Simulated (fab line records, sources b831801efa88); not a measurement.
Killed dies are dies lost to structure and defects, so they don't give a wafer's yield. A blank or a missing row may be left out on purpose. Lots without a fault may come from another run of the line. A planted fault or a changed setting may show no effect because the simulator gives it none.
A struck lot beside a sound one | flow sfq_line | 13 steps out of a route of 325
Sound: wafers L892.1, L892.3, L892.4. Struck: wafer L895.4. (L895.1 of the same lot was not struck and is left out.) The cause comes at the end.
At each step with rows: each side's tool, then ch and its chambers, then its first start. Under that, the readings that differ: sound wafers | struck wafers | difference of the means | sigmas: that difference in standard deviations of wafers without a fault.
alike: readings whose means differ by less than 2 such deviations, and words and numbers that are the same on both sides. not compared: withheld readings, readings that some wafer has no value for, bounds like >300 that may hide the same value, and numbers for which the record gives no deviation and whose values overlap.
The two part at a step that has a row with sigmas, a row that says differs or no value, or rows on one side only. Numbers that don't overlap but have no deviation are shown without sigmas and don't part them. A reading that every wafer of one side lacks parts them only if that side has two wafers or more.

SFQ_INCOMING_BOW_MEAS_900:
  sound on film_metro-02, day 3 02:00; struck on film_metro-02, day 3 17:00
  alike: INCOMING_BOW
then, 1 step without rows for these wafers: SFQ_TRILAYER_INCOMING_OXIDATION_002 (target thk 500 nm, ox time 4939 s).
SFQ_TRILAYER_L0_DEP_SPUTTER_003: material MoNx KI, target thk 40 nm, time 100 s.
  sound on pvd_sputter-06, day 3 04:29; struck on pvd_sputter-05, day 3 19:29
  alike: throttle_valve_pct
SFQ_L0_RS_MEAS_901: measures by four-point-probe.
  sound on film_metro-02, day 3 04:34; struck on film_metro-02, day 3 19:51
  alike: L0_MONX_KI_RS
  not compared: hold
SFQ_L0_THK_MEAS_902: measures by xrf.
  sound on film_metro-02, day 3 04:41; struck on film_metro-02, day 3 21:44
  alike: L0_MONX_KI_THK
  not compared: hold
then, 6 steps without rows for these wafers: SFQ_TRILAYER_L0_LITHO_COAT_010 (resist thk 62 nm); SFQ_TRILAYER_L0_LITHO_COAT_005 (resist thk 600 nm); SFQ_TRILAYER_L0_LITHO_SOFTBAKE_009; SFQ_TRILAYER_L0_LITHO_EXPOSE_006 (exposes mask L0, target cd 2000 nm); SFQ_TRILAYER_L0_LITHO_PEB_008 (peb time 60 s); SFQ_TRILAYER_L0_LITHO_DEVELOP_007 (time 60 s).
-- the record jumps here: 3 days lie between the struck wafers' starts before and after --
SFQ_TRILAYER_L0_BARC_OPEN_METAL_ETCH_010: etches BARC in O2, target depth 125 nm, time 41.7 s.
  sound on rie_metal-02 ch 0,1, day 6 06:59; struck on rie_metal-01 ch 0, day 7 02:11
  reading               | sound             | struck | difference | sigmas
  oes_product_au (a.u.) | 0.680 0.686 0.686 | 0.713  | +0.029     | +6
  run_length_s (s)      | 69.5 69.9 69.7    | 68.6   | -1.1       | -3
  alike: drypump_motor_current_A
  not compared: rf_hours_counter_h
SFQ_TRILAYER_L0_ETCH_METAL_ETCH_008: etches MoNx KI in SF6/O2, stops on SiO2, target depth 50 nm, time 25 s.
  sound on rie_metal-02 ch 0,1, day 6 07:02; struck on rie_metal-01 ch 0, day 7 02:14
  alike: drypump_motor_current_A, oes_product_au, run_length_s
  not compared: rf_hours_counter_h

WHERE THEY PART
Only at SFQ_TRILAYER_L0_BARC_OPEN_METAL_ETCH_010, within this record. Later steps at which nothing parts them and some readings are alike: SFQ_TRILAYER_L0_ETCH_METAL_ETCH_008.

WHY: what the simulator had put in
Process parameter drift: rie_metal-01, from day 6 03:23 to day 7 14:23, at SFQ_TRILAYER_L0_BARC_OPEN_METAL_ETCH_010. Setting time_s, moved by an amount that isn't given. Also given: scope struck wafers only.
